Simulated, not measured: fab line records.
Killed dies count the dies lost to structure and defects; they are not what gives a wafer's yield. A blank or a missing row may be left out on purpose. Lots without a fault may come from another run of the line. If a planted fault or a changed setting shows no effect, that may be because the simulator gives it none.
8D (eight disciplines) problem report, filled in by code | flow sky130 | the parts of the form that need people (team, actions taken, sign-off) are left out

## 1. THE ISSUE
Mean FIELD_ISO_CVD_24_THK at SKY_FIELD_ISO_THK_MEAS_25: 827 nm over 2 wafers in 2 lots; fault-free wafers: 594 nm, standard deviation 7.1. Measured from the usual mean, that is +33 standard deviations.
Seen first at day 6 16:23 on filmMetro-03, wafer L736.3. At this step, 33 wafers from 11 lots have a number in the record. By rule, "out" or "out of limits" means more than 4 standard deviations away from the usual mean. The other wafers with a number count as sound.

## 2. WHAT IT IS, AND WHAT IT ISN'T
question                    | is                         | is not
which readings at this step | FIELD_ISO_CVD_24_THK       | -
which lots                  | L736, L737                 | L716, L717, L718, L719, L720, L722, L725, L734, L738
which wafers of those lots  | L736.3, L737.5             | L736.2, L736.6, L737.1, L737.4
read on which gauges        | filmMetro-01, filmMetro-03 | filmMetro-02
when                        | from day 6 16:23           | up to then (26 sound wafers); but 5 sound wafers of L737, L738 came after

## 3. WHAT RULES OUT EACH SUSPECT
Counting: any tool at a process step up to the reading remains a suspect provided it ran every lot that is out. Sound lots after the first of them don't rule it out here, since some wafers of a struck lot are sound.
- the gauge at SKY_FIELD_ISO_THK_MEAS_25 has been ruled out. 2 gauges (filmMetro-01, filmMetro-03) read the wafers that are out.
- plasmaAsher-01 at SKY_FIELD_ISO_STRIP_16 (strips in O2/N2): kept. Every lot that is out went through it, the first being L736 (day 6 13:43); the last sound lot it ran before that was L720 (day 3 01:07).
- hdpcvd-02 at SKY_FIELD_ISO_CVD_24 (deposits SiO2, target thk 595 nm, time 99.2 s): kept. Every lot that is out went through it, the first being L736 (day 6 16:19); the last sound lot it ran before that was L722 (day 3 15:22).
What counting leaves: plasmaAsher-01 at SKY_FIELD_ISO_STRIP_16 and hdpcvd-02 at SKY_FIELD_ISO_CVD_24.

## 4. THE CAUSE (what the simulator had put in)
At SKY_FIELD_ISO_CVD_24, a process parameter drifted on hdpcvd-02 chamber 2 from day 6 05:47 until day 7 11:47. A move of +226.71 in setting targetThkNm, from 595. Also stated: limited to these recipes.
This tool is one of the 2 suspects left after counting.

## 5. THE CHAIN OF EFFECTS, in route order
Each row: a reading whose mean over the struck wafers that have a number lies more than 3 standard deviations from the usual. Scope: only readings with a usual standard deviation given in the record; hours: median across lots of the time from each lot's start at the first step in this table that gives one to its start at this step; sigmas: change in usual standard deviations.
hours | step                      | reading              | usual  | on struck wafers | change | sigmas
0     | SKY_FIELD_ISO_THK_MEAS_25 | FIELD_ISO_CVD_24_THK | 594 nm | 827              | +233   | +33
6     | SKY_FIELD_ISO_CMP_27      | timeToEndpointS      | 112 s  | 151              | +39    | +11
Its process steps:
- SKY_FIELD_ISO_CMP_27: polishes, stops on Si3N4, t overpolish 16 s, target thk 457.8 nm.
Later measuring or inspecting steps at which every struck wafer that the step has a row for has a number for every such reading, and none has moved that far: SKY_VT_ADJUST_LVTN_OVL_MEAS_07, SKY_VT_ADJUST_NCORE_TW_MEAS_11.

## 6. HOW IT WOULD HAVE BEEN CAUGHT EARLIER
11 hours passed between the start of the fault at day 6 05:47 and the first reading out of limits at a measuring or inspecting step in this record, taken at day 6 16:23.
L737, from the lots that are out (2), started SKY_FIELD_ISO_CVD_24 on hdpcvd-02 later than day 6 16:23. Putting the tool on hold at that point would have spared it.
